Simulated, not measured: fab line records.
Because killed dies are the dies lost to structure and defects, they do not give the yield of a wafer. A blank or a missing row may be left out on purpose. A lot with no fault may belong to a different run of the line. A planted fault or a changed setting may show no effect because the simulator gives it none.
Code-filled problem report in 8D (eight disciplines) form	flow sky130	the parts of the form that need people (team, actions taken, sign-off) are left out

1. THE ISSUE
Mean of cd_nm at SKY_METAL3_CD_MEAS_13: 257.1 nm across 3 wafers in 2 lots; on wafers with no fault it is 300.1 nm (standard deviation 1.4). That is -31 standard deviations from the usual mean.
The step: target cd 300 nm.
The first sign was on wafer L115.5 at day 43 17:49, on cd_sem-02. The record holds 40 wafers of 14 lots with a number at this step. By rule, "out" or "out of limits" means more than 4 standard deviations away from the usual mean. The rest of the wafers with a number are treated as sound.

2. WHAT IT IS AND WHAT IT IS NOT
question	is	is not
which readings at this step	cd_nm	-
which lots	L115, L118	L100, L101, L102, L103, L104, L105, L106, L107, L109, L110, L998, L999
which wafers of those lots	L115.5, L118.1, L118.5	L115.6
read on which gauges	cd_sem-02	cd_sem-01
when	from day 43 17:49	up to then (37 sound wafers)

3. WHAT RULES OUT EACH SUSPECT
Counting: if a tool at a process step up to the reading ran every lot that is out, it stays a suspect. Sound lots after the first of them don't rule it out here, since some wafers of a struck lot are sound.
- the gauge at SKY_METAL3_CD_MEAS_13: kept. All the wafers that are out were read on cd_sem-02, and no step on other tools shows them out.
- krf_scanner-01 at SKY_METAL3_EXPOSE_10 (exposes mask MM3, target cd 300 nm): kept. It processed each lot that is out (first: L115, day 43 06:53); up to then, its last sound lot is L110 (day 42 00:37).
Remaining after the count are krf_scanner-01 at SKY_METAL3_EXPOSE_10 and cd_sem-02 at SKY_METAL3_CD_MEAS_13.

4. THE CAUSE (what the simulator had put in)
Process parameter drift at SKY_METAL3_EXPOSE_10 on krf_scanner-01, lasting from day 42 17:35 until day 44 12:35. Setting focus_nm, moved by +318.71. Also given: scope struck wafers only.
2 suspects survive the count, and this tool is in that group.

5. THE CHAIN OF EFFECTS, in route order
One row per reading whose mean, taken over the struck wafers that have a number, lies over 3 standard deviations from the usual. Only readings for which the record gives a usual standard deviation are gone through. hours: the time from each lot's start at the first step in this table that gives one to its start at this step, as a median over the lots. sigmas: the change in usual standard deviations.
hours	step	reading	usual	on struck wafers	change	sigmas
0	SKY_METAL3_CD_MEAS_13	cd_nm	300.1 nm	257.1	-43.0	-31

6. WHAT WOULD HAVE CAUGHT IT SOONER
In this record the first reading out of limits at a measuring or inspecting step was taken at day 43 17:49, 24 hours after the fault began at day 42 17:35.
An alarm limit of 4 standard deviations would not have fired on the tool readings at SKY_METAL3_EXPOSE_10 for which the record gives a usual standard deviation, since none of them was out on any struck wafer.
Of the lots that are out (2), L118 began SKY_METAL3_EXPOSE_10 on krf_scanner-01 after day 43 17:49. It would have been spared by a hold on the tool at that moment.
